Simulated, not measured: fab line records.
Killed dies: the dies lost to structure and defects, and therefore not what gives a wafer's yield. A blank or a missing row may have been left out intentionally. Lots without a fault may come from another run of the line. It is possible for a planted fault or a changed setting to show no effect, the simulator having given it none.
Which of the tools did it? -- flow sky130 -- 12 lots, 36 wafers sampled, at 3 steps of a route of 708

## WHAT THE GAUGES SHOWED, per wafer
SKY_CAP2M_THK_MEAS_04: measures by xrf. Usual: CAP2M_TIN_THK gives 197.9 nm (standard deviation 2.8).
lot,measured,on,CAP2M_TIN_THK (nm),flag
L280,day 40 00:28,film_metro-03,199.9 202.0 201.8,
L281,day 40 06:28,film_metro-01,201.4 200.1 202.6,
L282,day 40 12:53,film_metro-02,197.1 199.7 198.9,
L284,day 40 22:08,film_metro-02,197.8 202.8 198.9,
L283,day 41 02:02,film_metro-01,198.5 199.2 197.7,
L292,day 43 14:05,film_metro-01,196.7 194.4 194.9,
L295,day 44 12:44,film_metro-01,201.3 201.0 201.9,
L296,day 44 20:13,film_metro-03,201.9 202.5 203.8,
L299,day 45 14:17,film_metro-03,192.8 193.0 192.6,
L303,day 46 07:52,film_metro-03,200.2 195.8 198.5,
L301,day 46 08:44,film_metro-03,196.7 192.4 192.0,
L302,day 46 12:25,film_metro-02,195.4 193.1 193.4,

## EACH LOT AND THE TOOL THAT RAN IT (in order: tool; ch and the chambers of the sampled wafers; start)
lot,SKY_CONTACT_STRIP_19,SKY_CAP2M_SPUTTER_02
L280,"plasma_asher-04 ch 0, day 31 20:11","pvd_sputter-03, day 40 00:14"
L281,"plasma_asher-03 ch 0,1, day 32 01:23","pvd_sputter-03, day 40 06:14"
L282,"plasma_asher-04 ch 0,1, day 32 11:29","pvd_sputter-02, day 40 12:39"
L284,"plasma_asher-04 ch 0,1, day 32 19:44","pvd_sputter-01, day 40 21:55"
L283,"plasma_asher-03 ch 0, day 32 22:41","pvd_sputter-01, day 41 01:49"
L292,"plasma_asher-04 ch 0,1, day 35 17:28","pvd_sputter-01, day 43 13:52"
L295,"plasma_asher-03 ch 0,1, day 36 19:07","pvd_sputter-03, day 44 12:29"
L296,"plasma_asher-03 ch 1, day 37 06:09","pvd_sputter-02, day 44 19:59"
L299,"plasma_asher-03 ch 0,1, day 38 03:14","pvd_sputter-01, day 45 14:02"
L303,"plasma_asher-01 ch 0,1, day 38 23:53","pvd_sputter-03, day 46 07:38"
L301,"plasma_asher-03 ch 0,1, day 39 00:55","pvd_sputter-02, day 46 08:29"
L302,"plasma_asher-01 ch 0,1, day 39 03:09","pvd_sputter-01, day 46 12:05"
- SKY_CONTACT_STRIP_19: strips in O2/N2.
- SKY_CAP2M_SPUTTER_02: material TiN, target thk 200 nm, time 166.7 s.

## AS READ BY THE TOOLS THEMSELVES (means over the sampled wafers that have a number; for cases with no such wafer, the mark the record gives instead)
SKY_CONTACT_STRIP_19. Usual: drypump_motor_current_A 5.7 A, standard deviation 0.51; oes_product_au 0.381 a.u., standard deviation 0.0043; strip_time_to_endpoint_s 3.632 s, standard deviation 0.029.
lot,tool,drypump_motor_current_A (A),oes_product_au (a.u.),strip_time_to_endpoint_s (s),flag
L280,plasma_asher-04,6.6,0.381,3.641,
L281,plasma_asher-03,5.2,0.379,3.680,
L282,plasma_asher-04,5.9,0.374,3.628,
L284,plasma_asher-04,6.2,0.380,3.642,
L283,plasma_asher-03,5.3,0.383,3.615,
L292,plasma_asher-04,6.2,0.381,3.680,
L295,plasma_asher-03,5.3,0.382,3.603,
L296,plasma_asher-03,5.3,0.382,3.644,
L299,plasma_asher-03,5.2,0.383,3.628,
L303,plasma_asher-01,6.0,0.383,3.638,
L301,plasma_asher-03,5.3,0.382,3.644,
L302,plasma_asher-01,6.0,0.378,3.627,

SKY_CAP2M_SPUTTER_02. Usual: throttle_valve_pct at 30.0 %, with a standard deviation of 1.2.
lot,tool,throttle_valve_pct (%),flag
L280,pvd_sputter-03,30.1,
L281,pvd_sputter-03,29.7,
L282,pvd_sputter-02,29.0,
L284,pvd_sputter-01,29.9,
L283,pvd_sputter-01,31.0,
L292,pvd_sputter-01,30.3,
L295,pvd_sputter-03,29.8,
L296,pvd_sputter-02,28.9,
L299,pvd_sputter-01,29.6,
L303,pvd_sputter-03,30.0,
L301,pvd_sputter-02,30.5,
L302,pvd_sputter-01,29.4,

## THE ANSWER, worked out from the rows above alone
Rule: a lot counts as off when the mean over its wafers that have a number is more than 3 standard deviations away from the usual mean. Also off: a lot with no number at a reading for which 4 or more lots have one. Any other lot the step has rows for is counted as sound. The gauges are gone through in route order, then the tools' own readings, and for those a lot's mean is taken as printed above. The first step at which some lot is off is used, and at that step the reading that is off furthest; a lot without a number counts as furthest.
None of the lots is off at any reading shown; this tells nothing.

## WHAT HAD BEEN PUT IN BY THE SIMULATOR
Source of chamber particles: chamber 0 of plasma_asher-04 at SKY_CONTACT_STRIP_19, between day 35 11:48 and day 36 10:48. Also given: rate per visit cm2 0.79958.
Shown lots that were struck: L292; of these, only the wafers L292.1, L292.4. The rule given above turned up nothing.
